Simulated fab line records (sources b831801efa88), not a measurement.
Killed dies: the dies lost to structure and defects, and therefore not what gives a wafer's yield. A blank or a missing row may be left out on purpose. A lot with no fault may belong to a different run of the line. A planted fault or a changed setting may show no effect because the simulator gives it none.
The tool behind it: which one?    flow gf180mcu    30 wafers from 10 lots sampled at 3 of the route's 602 steps

== WHAT THE GAUGES SHOWED, per wafer ==
GF_M3_RS_MEAS_05: uses a four-point probe to measure.
lot   measured      on             M3_ALCU_RS (ohm/sq)
L258  day 19 16:35  film_metro-02  0.0691 0.0685 0.0698
L259  day 20 14:42  film_metro-01  0.0689 0.0697 0.0692
L261  day 20 22:52  film_metro-01  0.0694 0.0693 0.0699
L265  day 24 06:02  film_metro-01  0.0715 0.0706 0.0706
L267  day 24 07:55  film_metro-04  0.0703 0.0701 0.0683
L270  day 25 01:41  film_metro-01  0.0712 0.0702 0.0859
L271  day 25 21:37  film_metro-04  0.0696 0.0690 0.0827
L272  day 25 23:12  film_metro-01  0.0693 0.0696 0.0699
L278  day 27 23:32  film_metro-01  0.0706 0.0700 0.0698
L280  day 28 10:13  film_metro-01  0.0698 0.0707 0.0703

== EACH LOT AND THE TOOL THAT RAN IT (in order: tool; ch and the chambers of the sampled wafers; start) ==
lot   GF_M3_SPUTTER_02              GF_M3_SPUTTER_03
L258  pvd_sputter-02, day 19 16:30  pvd_sputter-02, day 19 16:32
L259  pvd_sputter-01, day 20 14:35  pvd_sputter-01, day 20 14:37
L261  pvd_sputter-02, day 20 22:46  pvd_sputter-02, day 20 22:47
L265  pvd_sputter-02, day 24 05:55  pvd_sputter-02, day 24 05:56
L267  pvd_sputter-02, day 24 07:49  pvd_sputter-02, day 24 07:50
L270  pvd_sputter-02, day 25 01:36  pvd_sputter-02, day 25 01:38
L271  pvd_sputter-02, day 25 21:31  pvd_sputter-02, day 25 21:33
L272  pvd_sputter-04, day 25 23:05  pvd_sputter-04, day 25 23:07
L278  pvd_sputter-01, day 27 23:26  pvd_sputter-01, day 27 23:28
L280  pvd_sputter-01, day 28 10:06  pvd_sputter-01, day 28 10:08
- GF_M3_SPUTTER_02: material AlCu, target thk 450 nm, time 23.9 s.
- GF_M3_SPUTTER_03: material Ti, target thk 10 nm, time 6.7 s.

== THE ANSWER, worked out from the rows above alone ==
Rule: the lots themselves supply what counts as usual. The widest of any qualifying gaps counts: lots, ordered by their means at a reading, are off when they make up no more than a third of the lots, leave a main group of 4 or more, and stand apart from it by 3 or more times the standard deviation of that group's means. The tables above print the reading to a certain number of digits; a main group whose means all agree to those digits is not used. Also off: a lot with no number at a reading for which 4 or more lots have one. Any other lot the step has rows for is counted as sound.
Off: at GF_M3_RS_MEAS_05 (M3_ALCU_RS), L270, L271. The main group: mean 0.0698 ohm/sq, standard deviation 0.00055.
A tool fits if, at a process step before that reading, it ran every lot that is off, and no sound lot after the first of them. Gauges at GF_M3_RS_MEAS_05: tried the same way as those tools. One fits: GF_M3_SPUTTER_02 and GF_M3_SPUTTER_03 on pvd_sputter-02. At GF_M3_SPUTTER_02 its last sound lot is L267 (day 24 07:49), its first lot that is off L270 (day 25 01:36): a fault that began between those two fits.

== WHAT HAD BEEN PUT IN BY THE SIMULATOR ==
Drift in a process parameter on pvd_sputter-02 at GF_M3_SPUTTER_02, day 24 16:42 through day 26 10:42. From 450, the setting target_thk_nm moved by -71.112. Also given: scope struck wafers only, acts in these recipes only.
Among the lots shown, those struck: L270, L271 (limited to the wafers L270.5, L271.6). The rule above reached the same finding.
